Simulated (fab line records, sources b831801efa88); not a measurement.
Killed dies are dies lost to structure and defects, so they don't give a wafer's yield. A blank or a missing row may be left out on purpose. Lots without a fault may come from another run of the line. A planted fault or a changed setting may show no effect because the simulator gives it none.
A struck lot beside a sound one | flow sky130 | 16 steps out of a route of 708
Sound: wafers L577.2, L577.4, L577.6. Struck: wafers L588.2, L588.3. (L588.4 of the same lot was not struck and is left out.) The cause comes at the end.
At each step with rows: each side's tool, then ch and its chambers, then its first start. Under that, the readings that differ: sound wafers | struck wafers | difference of the means | sigmas: that difference in standard deviations of wafers without a fault.
alike: readings whose means differ by less than 2 such deviations, and words and numbers that are the same on both sides. not compared: withheld readings, readings that some wafer has no value for, bounds like >300 that may hide the same value, and numbers for which the record gives no deviation and whose values overlap.
The two part at a step that has a row with sigmas, a row that says differs or no value, or rows on one side only. Numbers that don't overlap but have no deviation are shown without sigmas and don't part them. A reading that every wafer of one side lacks parts them only if that side has two wafers or more.

SKY_CAPM_THK_MEAS_01:
  sound on film_metro-02, day 37 09:00; struck on film_metro-02, day 40 16:38
  alike: CAPM_CVD_00_THK
SKY_CAPM_SPUTTER_02: material TiN, target thk 200 nm, time 166.7 s.
  sound on pvd_sputter-01, day 37 09:03; struck on pvd_sputter-02, day 40 16:41
  alike: chamber_pressure_pa, throttle_valve_pct
SKY_CAPM_RS_MEAS_03: measures by four-point-probe.
  sound on film_metro-01, day 37 09:11; struck on film_metro-02, day 40 16:49
  alike: CAPM_TIN_RS
SKY_CAPM_THK_MEAS_04: measures by xrf.
  sound on film_metro-01, day 37 09:17; struck on film_metro-02, day 40 16:55
  alike: CAPM_TIN_THK
then, 7 steps without rows for these wafers: SKY_CAPM_DEHYDRATE_05 (time 60 s); SKY_CAPM_HMDS_06 (prime time 60 s); SKY_CAPM_COAT_07 (resist thk 1140 nm); SKY_CAPM_SOFTBAKE_08 (time 60 s); SKY_CAPM_EXPOSE_09 (exposes mask CAPM, target cd 1000 nm); SKY_CAPM_PEB_10; SKY_CAPM_DEVELOP_11 (develop time 60 s).
SKY_CAPM_OVL_MEAS_12:
  sound on overlay-02, day 38 10:31; struck on overlay-01, day 41 17:10
  alike: CAPM_OVL
SKY_CAPM_METAL_ETCH_13: etches TiN in Cl2/BCl3, stops on SiO2, target depth 220 nm, time 62.9 s.
  sound on rie_metal-03 ch 0, day 38 10:33; struck on rie_metal-04 ch 0, day 41 17:12
  reading                                   | sound                | struck        | difference                    | sigmas
  bias_w (W)                                | 48.58 48.51 48.49    | - -           | no value on the struck wafers |
  oes_product_au (a.u.)                     | 0.940 0.948 0.941    | 1.007 1.008   | +0.064                        | +9
  run_length_s (s)                          | 91.60 91.67 91.65    | 78.44 78.81   | -13.02                        | -43
  throttle_valve_pct (%)                    | 21.907 21.917 21.901 | 21.864 21.866 | -0.043                        | -5
  model.NOVOLAK_of_CAPM_COAT_07.thk_nm (nm) | 990.3 994.6 992.8    | 1023 1022     | +30                           |
  model.CAPM.feature_depth_nm (nm)          | 202.7 200 201.7      | 177.6 176.5   | -24.4                         |
  model.etch.depth_nm (nm)                  | 202.7 200 201.7      | 177.6 176.5   | -24.4                         |
  alike: drypump_motor_current_A
  not compared: rf_hours_counter_h
SKY_CAPM_STRIP_14: strips in O2/N2.
  sound on plasma_asher-03 ch 0, day 38 10:38; struck on plasma_asher-03 ch 0, day 41 17:17
  reading                      | sound             | struck      | difference | sigmas
  strip_time_to_endpoint_s (s) | 12.64 12.66 12.64 | 12.92 12.93 | +0.28      | +6
  alike: drypump_motor_current_A, oes_product_au
  not compared: rf_hours_counter_h
then, 1 step without rows for these wafers: SKY_CAPM_STRIP_15 (strips in post etch residue remover, time 1200 s).
-- the record jumps here: 7 days lie between the struck wafers' starts before and after (it left off in module CAPM and takes up again in module PAD_OPEN, whose first step shown is number 708 of the route) --
SKY_PAD_OPEN_PROBE_99:
  the record has rows for the struck wafers here (prober-02, day 49 02:58) and none for the sound ones

WHERE THEY PART
First at SKY_CAPM_METAL_ETCH_13; last, within this record, at SKY_PAD_OPEN_PROBE_99.

WHY: what the simulator had put in
Process parameter drift: rie_metal-04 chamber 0, from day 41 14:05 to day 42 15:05, at SKY_CAPM_METAL_ETCH_13. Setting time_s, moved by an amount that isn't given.
